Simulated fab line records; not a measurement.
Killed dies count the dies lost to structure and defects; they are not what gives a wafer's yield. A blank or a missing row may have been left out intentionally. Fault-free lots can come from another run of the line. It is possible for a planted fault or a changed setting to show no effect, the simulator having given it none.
fab line records | flow sky130
record lots=15 | wafers=45 | last_day=49
route steps=708 shown METAL1@438 VIA1@480 METAL2@498
lots that met no fault: taken from a fault-free run of the same line
start_h: the number of hours between the record's first day and the start of the first shown wafer of the lot | wait_h: how many hours have passed since the lot's step before this one | " the same as in the row above | L1.1+2: one row covering several wafers at once | - no value, or no start was given | * or withheld: withheld | < > ~ a bound
route shown NAME@n: a module of which the file shows steps, and the number in the route of the first | usual: the fault-free wafers' mean and standard deviation | same: alike in all rows | chamber/n: place in a boat | sites: readings site by site | _std_site: standard deviation of those values | _edge_site: inner sites' mean taken away from outer sites' mean | radius_mm: for every site, how far away it sits from the centre of the wafer | mask NAME#n: copy n | behind: the most recent tool/chamber to have shaped the wafer | hold: cause of the lot's hold/its duration in hours/its outcome | device: names the non-switching transistor (n, p or np) | end of line: tests run on the same wafers once the route is complete | where a step has no rows: the recipe by itself | killed: dies lost to structure and defects at the first sort, not the wafer's yield | map: a wafer's dies, x killed, . not, _ none there
set.NAME: setting as actually run; set.NAME@STEP: the setting as run at that earlier step | model.NAME: the simulator's own value behind a step, which no gauge read
one table for each step of the route and one row for each wafer, over a sample of lots
services: the hour from which a tool's chamber was out of use, counted from the record's first day as start_h (under 0 if before that day), plus the number of hours and why
## steps
# step SKY_METAL1_SPUTTER_04
# recipe material=TiN | target_thk_nm=70 | power_w=6500 | time_s=58.3 | chamber_pressure_pa=0.4
# usual throttle_valve_pct=30.2/1
lot.wafer | tool           | chamber | start_h | wait_h | throttle_valve_pct
L993.3    | pvd_sputter-04 | -       | 753.35  | 0.0    | 31.0
L993.4    | "              | -       | "       | "      | 29.4
L993.6    | "              | -       | "       | "      | 30.7
L994.1    | pvd_sputter-03 | -       | 762.33  | 0.0    | 28.9
L994.3    | "              | -       | "       | "      | 28.7
L994.5    | "              | -       | "       | "      | 31.6
L996.3    | pvd_sputter-04 | -       | 767.10  | 0.0    | 29.4
L996.4    | "              | -       | "       | "      | 29.9
L996.5    | "              | -       | "       | "      | 29.3
L997.2    | pvd_sputter-03 | -       | 770.86  | 0.0    | 31.4
L997.4    | "              | -       | "       | "      | 31.6
L997.6    | "              | -       | "       | "      | 28.6
L100.2    | pvd_sputter-03 | -       | 791.27  | 0.0    | 32.0
L100.3    | "              | -       | "       | "      | 29.0
L100.6    | "              | -       | "       | "      | 32.3
L999.3    | pvd_sputter-04 | -       | 795.70  | 0.0    | 30.6
L999.4    | "              | -       | "       | "      | 29.8
L999.6    | "              | -       | "       | "      | 29.3
L101.2    | pvd_sputter-02 | -       | 796.44  | 0.0    | 30.8
L101.5    | "              | -       | "       | "      | 30.2
L101.6    | "              | -       | "       | "      | 30.8
L103.4    | pvd_sputter-03 | -       | 818.04  | 0.0    | 28.8
L103.5    | "              | -       | "       | "      | 28.8
L103.6    | "              | -       | "       | "      | 29.1
L105.1    | pvd_sputter-02 | -       | 828.18  | 0.0    | 29.9
L105.3    | "              | -       | "       | "      | 31.2
L105.5    | "              | -       | "       | "      | 31.4
L108.2    | pvd_sputter-04 | -       | 847.73  | 0.0    | 30.6
L108.3    | "              | -       | "       | "      | 29.2
L108.4    | "              | -       | "       | "      | 29.5
L109.1    | pvd_sputter-03 | -       | 859.11  | 0.0    | 29.0
L109.3    | "              | -       | "       | "      | 28.7
L109.5    | "              | -       | "       | "      | 31.4
L110.2    | pvd_sputter-04 | -       | 860.71  | 0.0    | 30.6
L110.5    | "              | -       | "       | "      | 29.1
L110.6    | "              | -       | "       | "      | 29.9
L111.2    | pvd_sputter-04 | -       | 876.25  | 0.0    | 29.3
L111.5    | "              | -       | "       | "      | 30.9
L111.6    | "              | -       | "       | "      | 31.0
L112.2    | pvd_sputter-04 | -       | 877.23  | 0.0    | 29.3
L112.3    | "              | -       | "       | "      | 30.8
L112.6    | "              | -       | "       | "      | 29.8
L113.2    | pvd_sputter-02 | -       | 887.88  | 0.0    | 28.4
L113.3    | "              | -       | "       | "      | 30.9
L113.4    | "              | -       | "       | "      | 30.9
# step SKY_VIA1_RS_MEAS_22
# recipe thk_meas_gauge=four-point-probe | reads=W_of_VIA1_CVD_21+TiN_of_VIA1_SPUTTER_20
# usual VIA1_W_RS=0.425/0.0052
lot.wafer | tool          | chamber | start_h | wait_h | VIA1_W_RS[ohm/sq]
L993.3    | film_metro-01 | -       | 808.39  | 0.1    | 0.427
L993.4    | "             | -       | "       | "      | 0.428
L993.6    | "             | -       | "       | "      | 0.427
L994.1    | film_metro-03 | -       | 817.69  | 0.1    | 0.426
L994.3    | "             | -       | "       | "      | 0.430
L994.5    | "             | -       | "       | "      | 0.427
L996.3    | film_metro-01 | -       | 822.61  | 0.1    | 0.417
L996.4    | "             | -       | "       | "      | 0.427
L996.5    | "             | -       | "       | "      | 0.426
L997.2    | film_metro-03 | -       | 826.49  | 0.1    | 0.424
L997.4    | "             | -       | "       | "      | 0.426
L997.6    | "             | -       | "       | "      | 0.423
L100.2    | film_metro-03 | -       | 847.25  | 0.1    | 0.432
L100.3    | "             | -       | "       | "      | 0.436
L100.6    | "             | -       | "       | "      | 0.429
L999.3    | film_metro-01 | -       | 852.67  | 0.1    | 0.428
L999.4    | "             | -       | "       | "      | 0.438
L999.6    | "             | -       | "       | "      | 0.433
L101.2    | film_metro-03 | -       | 852.99  | 0.1    | 0.424
L101.5    | "             | -       | "       | "      | 0.420
L101.6    | "             | -       | "       | "      | 0.424
L103.4    | film_metro-03 | -       | 872.66  | 0.1    | 0.421
L103.5    | "             | -       | "       | "      | 0.423
L103.6    | "             | -       | "       | "      | 0.423
L105.1    | film_metro-04 | -       | 883.30  | 0.1    | 0.431
L105.3    | "             | -       | "       | "      | 0.439
L105.5    | "             | -       | "       | "      | 0.424
L108.2    | film_metro-03 | -       | 900.73  | 0.1    | 0.418
L108.3    | "             | -       | "       | "      | 0.430
L108.4    | "             | -       | "       | "      | 0.422
L109.1    | film_metro-01 | -       | 912.66  | 0.1    | 0.427
L109.3    | "             | -       | "       | "      | 0.431
L109.5    | "             | -       | "       | "      | 0.433
L110.2    | film_metro-04 | -       | 913.55  | 0.1    | 0.426
L110.5    | "             | -       | "       | "      | 0.424
L110.6    | "             | -       | "       | "      | 0.428
L111.2    | film_metro-03 | -       | 928.87  | 0.1    | 0.418
L111.5    | "             | -       | "       | "      | 0.411
L111.6    | "             | -       | "       | "      | 0.412
L112.2    | film_metro-04 | -       | 929.60  | 0.1    | 0.416
L112.3    | "             | -       | "       | "      | 0.423
L112.6    | "             | -       | "       | "      | 0.424
L113.2    | film_metro-03 | -       | 941.12  | 0.1    | 0.422
L113.3    | "             | -       | "       | "      | 0.422
L113.4    | "             | -       | "       | "      | 0.419
# step SKY_VIA1_CMP_24
# recipe stop_on=SiO2 | t_overpolish_s=15 | down_force_psi=3.5 | platen_rpm=60 | target_thk_nm=0 | pad_velocity_m_s=0.94248
# usual edge_zone_pressure_frac=1.000/0.0053 | head_pressure_psi=3.500/0.0082 | motor_current_A=11.3/1.2 | overpolish_run_s=15.000/0.0091 | retaining_ring_pressure_frac=1.000/0.0053 | time_to_endpoint_s=66/4.5
lot.wafer | tool   | chamber | start_h | wait_h | edge_zone_pressure_frac | head_pressure_psi | motor_current_A | overpolish_run_s | retaining_ring_pressure_frac | time_to_endpoint_s
L993.3    | cmp-02 | 0       | 808.53  | 0.0    | 1.003                   | 3.494             | 10.7            | 15.007           | 0.989                        | 59
L993.4    | "      | 1       | "       | "      | 1.006                   | 3.506             | 11.9            | 14.987           | 0.994                        | 63
L993.6    | "      | 0       | "       | "      | 1.004                   | 3.509             | 11.0            | 14.997           | 0.994                        | 59
L994.1    | cmp-02 | 3       | 817.87  | 0.1    | 0.994                   | 3.494             | 11.4            | 15.008           | 1.004                        | 66
L994.3    | "      | 0       | "       | "      | 1.005                   | 3.506             | 10.7            | 14.986           | 0.996                        | 61
L994.5    | "      | 0       | "       | "      | 1.004                   | 3.501             | 11.0            | 15.001           | 1.001                        | 61
L996.4    | cmp-01 | 1       | 822.75  | 0.0    | 1.007                   | 3.508             | 12.2            | 14.990           | 1.001                        | 69
L996.3    | "      | 2       | "       | "      | 1.012                   | 3.510             | 10.5            | 14.986           | 0.996                        | 68
L996.5    | "      | 1       | "       | "      | 1.001                   | 3.495             | 12.4            | 14.992           | 1.005                        | 70
L997.4    | cmp-02 | 2       | 826.72  | 0.1    | 0.993                   | 3.495             | 11.2            | 15.012           | 0.989                        | 65
L997.2    | "      | 0       | "       | "      | 0.998                   | 3.498             | 11.2            | 15.001           | 1.006                        | 60
L997.6    | "      | 2       | "       | "      | 0.991                   | 3.483             | 10.4            | 14.995           | 0.996                        | 66
L100.2    | cmp-02 | 1       | 847.57  | 0.2    | 1.003                   | 3.504             | 12.0            | 14.997           | 1.002                        | 65
L100.3    | "      | 2       | "       | "      | 1.004                   | 3.503             | 10.9            | 15.006           | 1.004                        | 70
L100.6    | "      | 1       | "       | "      | 1.001                   | 3.508             | 11.9            | 15.009           | 1.004                        | 69
L999.3    | cmp-01 | 1       | 852.81  | 0.0    | 0.996                   | 3.508             | 12.9            | 14.993           | 1.011                        | 75
L999.4    | "      | 0       | "       | "      | 1.003                   | 3.507             | 12.7            | 14.992           | 1.010                        | 68
L999.6    | "      | 1       | "       | "      | 1.002                   | 3.507             | 12.8            | 14.999           | 1.002                        | 74
L101.2    | cmp-02 | 1       | 853.20  | 0.1    | 1.004                   | 3.489             | 11.8            | 14.993           | 1.003                        | 67
L101.5    | "      | 0       | "       | "      | 0.989                   | 3.497             | 11.0            | 14.993           | 1.001                        | 64
L101.6    | "      | 1       | "       | "      | 1.002                   | 3.501             | 11.7            | 15.016           | 0.999                        | 65
L103.4    | cmp-01 | 2       | 872.83  | 0.1    | 0.996                   | 3.504             | 10.5            | 15.002           | 0.996                        | 67
L103.6    | "      | 1       | "       | "      | 1.000                   | 3.503             | 12.1            | 15.003           | 0.999                        | 73
L103.5    | "      | 2       | "       | "      | 0.998                   | 3.506             | 10.6            | 14.981           | 0.997                        | 69
L105.3    | cmp-01 | 2       | 883.53  | 0.1    | 1.003                   | 3.506             | 10.1            | 15.011           | 1.000                        | 64
L105.1    | "      | 3       | "       | "      | 1.001                   | 3.498             | 8.8             | 15.018           | 0.997                        | 60
L105.5    | "      | 2       | "       | "      | 1.000                   | 3.488             | 10.2            | 15.007           | 1.002                        | 67
L108.2    | cmp-01 | 3       | 900.89  | 0.0    | 0.997                   | 3.488             | 9.0             | 14.994           | 0.996                        | 63
L108.3    | "      | 0       | "       | "      | 0.993                   | 3.496             | 12.7            | 14.997           | 1.003                        | 67
L108.4    | "      | 1       | "       | "      | 0.995                   | 3.504             | 12.2            | 14.995           | 1.001                        | 73
L109.1    | cmp-01 | 0       | 912.85  | 0.1    | 0.997                   | 3.512             | 13.1            | 14.993           | 1.004                        | 69
L109.3    | "      | 1       | "       | "      | 1.005                   | 3.496             | 12.0            | 14.995           | 1.002                        | 78
L109.5    | "      | 0       | "       | "      | 1.009                   | 3.506             | 13.1            | 15.010           | 0.997                        | 71
L110.2    | cmp-01 | 3       | 913.86  | 0.2    | 1.003                   | 3.520             | 9.3             | 14.988           | 0.999                        | 61
L110.5    | "      | 0       | "       | "      | 0.993                   | 3.498             | 13.8            | 14.985           | 1.004                        | 66
L110.6    | "      | 1       | "       | "      | 1.001                   | 3.505             | 12.6            | 15.000           | 0.994                        | 72
L111.2    | cmp-02 | 0       | 929.08  | 0.1    | -                       | -                 | -               | -                | -                            | -
L111.6    | "      | 3       | "       | "      | -                       | -                 | -               | -                | -                            | -
L111.5    | "      | 0       | "       | "      | -                       | -                 | -               | -                | -                            | -
L112.2    | cmp-02 | 3       | 929.93  | 0.2    | -                       | -                 | -               | -                | -                            | -
L112.3    | "      | 0       | "       | "      | -                       | -                 | -               | -                | -                            | -
L112.6    | "      | 0       | "       | "      | -                       | -                 | -               | -                | -                            | -
L113.3    | cmp-01 | 3       | 941.28  | 0.0    | -                       | -                 | -               | -                | -                            | -
L113.2    | "      | 1       | "       | "      | -                       | -                 | -               | -                | -                            | -
L113.4    | "      | 2       | "       | "      | -                       | -                 | -               | -                | -                            | -
# step SKY_METAL2_CD_MEAS_15
# recipe target_cd_nm=140
# usual cd_nm=139.7/1.1
lot.wafer | tool      | chamber | start_h | wait_h | cd_nm
L993.3    | cd_sem-02 | -       | 835.42  | -      | 139.8
L993.4    | "         | -       | "       | "      | 139.2
L993.6    | "         | -       | "       | "      | 139.7
L994.1    | cd_sem-01 | -       | 845.11  | -      | 140.8
L994.3    | "         | -       | "       | "      | 139.9
L994.5    | "         | -       | "       | "      | 141.2
L996.3    | cd_sem-01 | -       | 848.70  | -      | 140.0
L996.4    | "         | -       | "       | "      | 140.2
L996.5    | "         | -       | "       | "      | 139.4
L997.2    | cd_sem-02 | -       | 853.55  | -      | 140.4
L997.4    | "         | -       | "       | "      | 139.4
L997.6    | "         | -       | "       | "      | 139.9
L100.2    | cd_sem-02 | -       | 873.63  | -      | 137.3
L100.3    | "         | -       | "       | "      | 136.8
L100.6    | "         | -       | "       | "      | 138.6
L999.3    | cd_sem-01 | -       | 878.43  | -      | 139.4
L999.4    | "         | -       | "       | "      | 141.0
L999.6    | "         | -       | "       | "      | 141.3
L101.2    | cd_sem-01 | -       | 878.65  | -      | 138.7
L101.5    | "         | -       | "       | "      | 137.2
L101.6    | "         | -       | "       | "      | 138.2
L103.4    | cd_sem-01 | -       | 898.52  | -      | 138.9
L103.5    | "         | -       | "       | "      | 138.8
L103.6    | "         | -       | "       | "      | 138.8
L105.1    | cd_sem-01 | -       | 909.26  | -      | 138.8
L105.3    | "         | -       | "       | "      | 139.7
L105.5    | "         | -       | "       | "      | 139.2
L108.2    | cd_sem-01 | -       | 926.13  | -      | 139.4
L108.3    | "         | -       | "       | "      | 138.5
L108.4    | "         | -       | "       | "      | 139.0
L109.1    | cd_sem-02 | -       | 938.09  | -      | 140.4
L109.3    | "         | -       | "       | "      | 139.5
L109.5    | "         | -       | "       | "      | 139.7
L110.2    | cd_sem-02 | -       | 938.90  | -      | 139.9
L110.5    | "         | -       | "       | "      | 140.2
L110.6    | "         | -       | "       | "      | 140.4
## services
tool           | chamber | start_h | hours | kind
cmp-01         | -       | 751.72  | 1.2   | repair
cmp-01         | -       | 793.39  | 4.0   | pm
cmp-01         | -       | 797.39  | -     | consumable_replace:conditioner
cmp-01         | -       | 797.39  | -     | consumable_replace:pad
cmp-02         | -       | 849.64  | 0.9   | repair
pvd_sputter-04 | -       | 879.10  | 2.1   | repair
cmp-02         | -       | 911.36  | 7.0   | pm
cmp-02         | -       | 918.36  | 5.7   | pm
cmp-02         | -       | 924.04  | 4.0   | pm
cmp-01         | -       | 928.04  | 5.0   | pm
cmp-02         | -       | 928.04  | -     | consumable_replace:conditioner
cmp-02         | -       | 928.04  | -     | consumable_replace:pad
pvd_sputter-02 | -       | 931.45  | 1.9   | repair
## key
first_sign step=SKY_VIA1_CMP_24 | reading=tool_record | direction=missing
effect none on later readings
met_at SKY_VIA1_CMP_24
struck_lots L111,L112,L113
later_rows_left_out L111.2,L111.5,L111.6,L112.2,L112.3,L112.6,L113.2,L113.3,L113.4
sort_left_out L111.2,L111.5,L111.6,L112.2,L112.3,L112.6,L113.2,L113.3,L113.4
not_acting_at SKY_METAL1_SPUTTER_04,SKY_VIA1_RS_MEAS_22,SKY_METAL2_CD_MEAS_15
onset_between 913.86 929.08
fault kind=skipped_step_whole | tool=cmp-01,cmp-02 | chamber=- | onset_h=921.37 | steps=SKY_VIA1_CMP_24 | scope=struck_lots_only
# sort_left_out: the simulated sort isn't trusted on such a fault, so these wafers' sort isn't shown, and their yield isn't known
# later_rows_left_out: the simulator's readings of these wafers behind a module that went badly wrong aren't trusted and aren't shown, but for the sort
